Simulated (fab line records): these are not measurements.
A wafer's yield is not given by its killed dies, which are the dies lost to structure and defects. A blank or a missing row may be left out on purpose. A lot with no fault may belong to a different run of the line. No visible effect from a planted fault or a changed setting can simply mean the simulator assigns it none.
A struck lot beside a sound one || flow sky130 || 15 out of 708 route steps
Sound: the wafers L510.3, L510.4, L510.5. Wafers struck: L519.1, L519.2, L519.5. The cause comes at the end.
For every step that has rows: the tool of each side, followed by ch and its chambers, followed by its first start. Under that, the readings that differ: sound wafers || struck wafers || difference of the means || sigmas: that difference in standard deviations of wafers without a fault.
alike: same words and numbers on both sides, and readings whose means sit less than 2 such deviations apart. not compared: any withheld reading, any reading some wafer has no value for, any bound like >300 that may hide the same value, and any number with overlapping values for which the record gives no deviation.
A row with sigmas, a row that says differs or no value, or rows on one side alone: a step with any of these is where the two part. When numbers do not overlap yet have no deviation, they are printed without sigmas and do not part them. A reading missing from all wafers of one side parts the sides only when that side holds two or more wafers.

first, 1 step without rows for these wafers: SKY_VT_ADJUST_LVTN_IMPLANT_08.
SKY_VT_ADJUST_LVTN_STRIP_09: strips in O2/N2.
  sound on plasma-asher-03 ch 0,1, day 6 21:28; struck on plasma-asher-04 ch 0,1, day 9 14:32
  alike: drypump-motor-current-A, o2-flow-sccm, oes-product-au, strip-time-to-endpoint-s
  not compared: rf-hours-counter-h
SKY_VT_ADJUST_LVTN_TW_MEAS_10:
  sound: film-metro-04 at day 6 21:34; struck: film-metro-04 at day 9 14:38
  alike: VT_ADJUST_LVTN_TW
then, 7 steps without rows for these wafers: SKY_VT_ADJUST_LVTN_DEHYDRATE_11 (time 60 s); SKY_VT_ADJUST_LVTN_HMDS_12 (prime time 60 s); SKY_VT_ADJUST_LVTN_COAT_13 (resist thk 1140 nm); SKY_VT_ADJUST_LVTN_SOFTBAKE_14 (time 60 s); SKY_VT_ADJUST_LVTN_EXPOSE_15 (exposes mask HVN STD DERIVED, target cd 600 nm); SKY_VT_ADJUST_LVTN_PEB_16; SKY_VT_ADJUST_LVTN_DEVELOP_17 (develop time 60 s).
SKY_VT_ADJUST_LVTN_OVL_MEAS_18:
  sound: overlay-02 at day 7 16:58; struck: overlay-01 at day 10 13:59
  alike: VT_ADJUST_LVTN_01_OVL
after that, 1 step had no rows for these wafers: SKY_VT_ADJUST_LVTN_IMPLANT_19.
SKY_VT_ADJUST_LVTN_STRIP_20: strips in O2/N2.
  sound on plasma-asher-01 ch 0,1, day 7 17:10; struck on plasma-asher-01 ch 0,1, day 10 14:10
{"reading": "o2-flow-sccm (sccm)", "sound": "3000 3009 2995", "struck": "2412 2409 2418", "difference": -588, "sigmas": -65}
{"reading": "strip-time-to-endpoint-s (s)", "sound": "14.21 14.22 14.21", "struck": "14.32 14.40 14.32", "difference": "+0.13", "sigmas": "+3"}
  alike: drypump-motor-current-A, oes-product-au
  not compared: rf-hours-counter-h
SKY_VT_ADJUST_LVTN_TW_MEAS_21:
  sound: film-metro-04 at day 7 17:15; struck: film-metro-04 at day 10 14:16
  alike: VT_ADJUST_LVTN_2_TW
SKY_PAD_OPEN_PROBE_99:
  the record holds rows for the sound wafers here (prober-02, day 45 20:19) but none for the struck ones

WHERE THEY PART
First at SKY_VT_ADJUST_LVTN_STRIP_20; last, within this record, at SKY_PAD_OPEN_PROBE_99.

WHY: what the simulator had put in
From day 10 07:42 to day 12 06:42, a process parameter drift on plasma-asher-01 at SKY_VT_ADJUST_LVTN_STRIP_20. A move of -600 in setting o2-flow-sccm, from 3000. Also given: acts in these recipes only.
